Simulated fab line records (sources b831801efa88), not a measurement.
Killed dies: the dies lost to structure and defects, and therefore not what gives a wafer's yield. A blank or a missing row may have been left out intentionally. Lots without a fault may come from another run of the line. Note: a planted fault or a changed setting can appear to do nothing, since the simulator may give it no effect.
Problem report, 8D (eight disciplines) form, completed by code || flow sky130 || the parts of the form that need people (team, actions taken, sign-off) are left out

== 1. WHAT WENT WRONG ==
oes-product-au at SKY_METAL5_METAL_ETCH_15 reads a mean of 0.740 a.u. on 1 wafer of 1 lot; wafers without a fault read 0.895 a.u. with a standard deviation of 0.0049. Measured from the usual mean, that is -32 standard deviations.
The step: etches the open film in Cl2/BCl3, stops on SiO2, target depth 1260 nm, time 252 s.
First seen on wafer L375.3, day 48 21:21, on rie-metal-01. The record has a number at this step for 30 wafers belonging to 10 lots. The rule behind "out" and "out of limits": a value lying over 4 standard deviations away from the usual mean. The other wafers with a number count as sound.

== 2. WHAT THIS IS AND IS NOT ==
{"question": "which readings at this step", "is": "oes-product-au", "is not": "drypump-motor-current-A, rf-fwd-power-W, throttle-valve-pct"}
{"question": "which lots", "is": "L375", "is not": "L359, L360, L361, L362, L363, L364, L366, L368, L377"}
{"question": "which wafers of those lots", "is": "L375.3", "is not": "L375.4, L375.6"}
{"question": "read on which tools", "is": "rie-metal-01", "is not": "rie-metal-02, rie-metal-03"}
{"question": "when", "is": "from day 48 21:21", "is not": "up to then (26 sound wafers); but 3 sound wafers of L377 came after"}

== 3. WHAT RULES OUT EACH SUSPECT ==
Counting: any tool at a process step up to the reading remains a suspect provided it ran every lot that is out. Sound lots after the first of them don't rule it out here, since some wafers of a struck lot are sound.
- pvd-sputter-04 at SKY_METAL4_SPUTTER_02 (material AlCu, target thk 735 nm, time 39.1 s): kept. It ran the lot that is out, L375 (day 45 10:38); its last sound lot up to then is L368 (day 43 06:00).
- plasma-asher-04 at SKY_METAL4_STRIP_19 (strips in O2/N2): kept. It ran the lot that is out, L375 (day 47 04:43); its last sound lot up to then is L368 (day 45 04:56).
- cvd-w-01 at SKY_VIA4_CVD_18 (deposits W, target thk 505 nm, time 152.14 s): kept. It ran the lot that is out, L375 (day 48 01:51); its last sound lot up to then is L368 (day 46 04:14).
- rie-metal-01 at SKY_METAL5_METAL_ETCH_15 (etches the open film in Cl2/BCl3, stops on SiO2, target depth 1260 nm, time 252 s): kept. It ran the lot that is out, L375 (day 48 21:21); its last sound lot up to then is L362 (day 45 20:08). Out on those wafers are its own readings of oes-product-au.
- At SKY_METAL4_STRIP_19 on plasma-asher-04, chamber 0 took the sound wafers of the same lots and chamber 1 took the wafers that are out.
- At SKY_METAL5_METAL_ETCH_15 on rie-metal-01, chamber 0 took the sound wafers of the same lots and chamber 1 took the wafers that are out.
Left after counting: pvd-sputter-04 at SKY_METAL4_SPUTTER_02, plasma-asher-04 at SKY_METAL4_STRIP_19, cvd-w-01 at SKY_VIA4_CVD_18, rie-metal-01 at SKY_METAL5_METAL_ETCH_15.

== 4. THE CAUSE (what the simulator had put in) ==
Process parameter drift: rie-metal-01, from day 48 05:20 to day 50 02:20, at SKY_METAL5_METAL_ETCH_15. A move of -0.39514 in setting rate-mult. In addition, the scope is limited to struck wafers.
Of the 4 suspects that counting leaves, this tool is one.

== 5. SEQUENCE OF EFFECTS, ordered by route ==
Each row: a reading whose mean over the struck wafers that have a number lies more than 3 standard deviations from the usual. Only readings for which the record gives a usual standard deviation are gone through. hours: the time from each lot's start at the first step in this table that gives one to its start at this step, as a median over the lots. sigmas: the change in usual standard deviations.
{"hours": 0, "step": "SKY_METAL5_METAL_ETCH_15", "reading": "oes-product-au", "usual": "0.895 a.u.", "on struck wafers": 0.740, "change": -0.155, "sigmas": -32}
{"hours": 0, "step": "SKY_METAL5_STRIP_16", "reading": "strip-time-to-endpoint-s", "usual": "12.99 s", "on struck wafers": 16.63, "change": "+3.64", "sigmas": "+13"}
{"hours": 37, "step": "SKY_PAD_OPEN_PROBE_99", "reading": "defect-limited-yield", "usual": "82.6 %", "on struck wafers": 0.0, "change": -82.6, "sigmas": -46}
{"hours": 37, "step": "SKY_PAD_OPEN_PROBE_99", "reading": "killed_at_M4_up", "usual": 3.2, "on struck wafers": 396.0, "change": "+392.8", "sigmas": "+99 or more"}
{"hours": 37, "step": "SKY_PAD_OPEN_PROBE_99", "reading": "killed-dies", "usual": 85, "on struck wafers": 492, "change": "+407", "sigmas": "+46"}
{"hours": 37, "step": "SKY_PAD_OPEN_PROBE_99", "reading": "killed-on-rim", "usual": 17, "on struck wafers": 96, "change": "+79", "sigmas": "+23"}
{"hours": 37, "step": "SKY_PAD_OPEN_PROBE_99", "reading": "sort_bin_5_function", "usual": "10.2 %", "on struck wafers": 91.1, "change": "+80.9", "sigmas": "+62"}
{"hours": 37, "step": "SKY_PAD_OPEN_PROBE_99", "reading": "sort-n-pass", "usual": 407, "on struck wafers": 0, "change": -407, "sigmas": -46}
{"hours": 37, "step": "SKY_PAD_OPEN_PROBE_99", "reading": "sort-yield-pct", "usual": "82.6 %", "on struck wafers": 0.0, "change": -82.6, "sigmas": -46}
Process steps it contains:
- SKY_METAL5_METAL_ETCH_15: etches the open film in Cl2/BCl3, stops on SiO2, target depth 1260 nm, time 252 s.
- SKY_METAL5_STRIP_16: strips in O2/N2.
- SKY_PAD_OPEN_PROBE_99

== 6. HOW IT WOULD HAVE BEEN CAUGHT EARLIER ==
In this record the first reading out of limits was taken at day 48 21:21, 16 hours after the fault began at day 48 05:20.
